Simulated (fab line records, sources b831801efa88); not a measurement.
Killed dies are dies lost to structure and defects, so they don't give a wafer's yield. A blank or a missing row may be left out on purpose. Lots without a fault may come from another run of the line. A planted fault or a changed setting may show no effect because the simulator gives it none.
Which tool did it? | flow sky130 | 7 lots, 21 wafers sampled, at 3 steps of a route of 708

WHAT THE GAUGES READ, wafer by wafer
SKY_POLY_GATE_CD_MEAS_13: target cd 150 nm.
lot  | measured     | on        | cd_nm (nm)
L533 | day 17 01:26 | cd_sem-02 | 149.8 149.6 149.8
L538 | day 19 01:54 | cd_sem-01 | 148.1 148.5 147.2
L541 | day 20 04:22 | cd_sem-02 | 149.9 148.9 149.2
L545 | day 21 12:09 | cd_sem-01 | 149.9 150.1 150.2
L550 | day 23 04:44 | cd_sem-01 | 151.3 151.8 152.0
L552 | day 23 22:02 | cd_sem-01 | 150.7 149.5 149.5
L555 | day 24 15:08 | cd_sem-02 | 149.4 148.0 149.1

WHICH TOOL RAN EACH LOT (tool, then ch and the chambers of the sampled wafers, then the start)
lot  | SKY_PWDE_STRIP_09                   | SKY_NWELL_PEB_21
L533 | plasma_asher-04 ch 1, day 4 02:38   | litho_track-02 ch 0, day 5 13:00
L538 | plasma_asher-01 ch 0,1, day 5 08:36 | litho_track-01 ch 0, day 6 23:00
L541 | plasma_asher-01 ch 0,1, day 6 01:47 | litho_track-01, day 7 17:00
L545 | plasma_asher-03 ch 0,1, day 6 20:26 | litho_track-01 ch 0, day 8 13:00
L550 | plasma_asher-03 ch 0,1, day 8 02:03 | litho_track-01 ch 0, day 9 21:00
L552 | plasma_asher-01 ch 0,1, day 8 15:22 | litho_track-04 ch 0, day 10 12:00
L555 | plasma_asher-01 ch 0,1, day 9 05:56 | litho_track-04 ch 0, day 11 04:00
- SKY_PWDE_STRIP_09: strips in O2/N2.
- SKY_NWELL_PEB_21

THE ANSWER, worked out from the rows above alone
Rule: what is usual is taken from the lots themselves. Put in order of their means at a reading, lots are off if they are a third of the lots or fewer, leave a main group of 4 or more, and stand apart from it by a gap of 3 or more times the standard deviation of the main group's means; of several such gaps the widest counts. A main group whose means are all the same, to the digits that the tables above print for the reading, isn't used. A lot without any number at a reading at which 4 lots or more have one is off too. The other lots that the step has rows for count as sound.
No lot is off at any reading shown: from this, nothing can be told.

WHAT THE SIMULATOR HAD PUT IN
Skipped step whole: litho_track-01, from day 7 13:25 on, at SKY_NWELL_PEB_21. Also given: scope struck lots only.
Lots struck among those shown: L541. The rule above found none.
